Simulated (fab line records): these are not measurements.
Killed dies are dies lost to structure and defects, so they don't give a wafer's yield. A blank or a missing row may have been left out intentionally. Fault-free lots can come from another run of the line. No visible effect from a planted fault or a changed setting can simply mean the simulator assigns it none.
A single fault, viewed from 2 desks :: flow gf180mcu :: numbers are kept per desk, each desk with only its own; the story behind them comes last

## TOOL OWNER'S DESK, pvd-sputter-04
The tool's own readings at GF_V2_SPUTTER_22 (material TiN, target thk 10 nm, time 40 s): means of the sampled wafers that have a number, for each lot that ran on this tool. A lot is out of limits, marked OUT, if its mean lies more than 4 standard deviations from the usual mean; the brackets give that distance.
Columns: A = throttle-valve-pct at GF_V2_SPUTTER_22, usual 30.0 %
lot: L716
first seen here: day 24 14:35
A: 30.3

lot: L717
first seen here: day 24 23:34
A: 29.7

lot: L727
first seen here: day 27 17:04
A: 30.7
This desk's verdict: no lot among the 3 shows anything out of limits.

## METROLOGY DESK
Lot by lot, what the gauges showed, no matter which tool ran the lot: averages of those sampled wafers that carry a number. A lot is out of limits, marked OUT, if its mean lies more than 4 standard deviations from the usual mean; the brackets give that distance.
Columns: A = cd-nm at GF_V2_CD_MEAS_14, usual 260.2 nm; B = V2_OVL at GF_V2_OVL_MEAS_15, usual -2 nm
lot: L716
first seen here: day 24 13:38
A: 260.6
B: 1

lot: L717
first seen here: day 24 22:40
A: 257.9
B: -3

lot: L721
first seen here: day 26 04:55
A: 259.8
B: 2

lot: L725
first seen here: day 27 01:10
A: 260.8
B: -2

lot: L726
first seen here: day 27 05:51
A: 259.3
B: -6

lot: L727
first seen here: day 27 16:07
A: 259.9
B: -1
This desk's verdict: no lot among the 6 shows anything out of limits.

## BROUGHT TOGETHER
Nothing out of limits was seen by the tool owner's desk.
Metrology desk: nothing out of limits seen.

## WHAT THE SIMULATOR HAD INSERTED
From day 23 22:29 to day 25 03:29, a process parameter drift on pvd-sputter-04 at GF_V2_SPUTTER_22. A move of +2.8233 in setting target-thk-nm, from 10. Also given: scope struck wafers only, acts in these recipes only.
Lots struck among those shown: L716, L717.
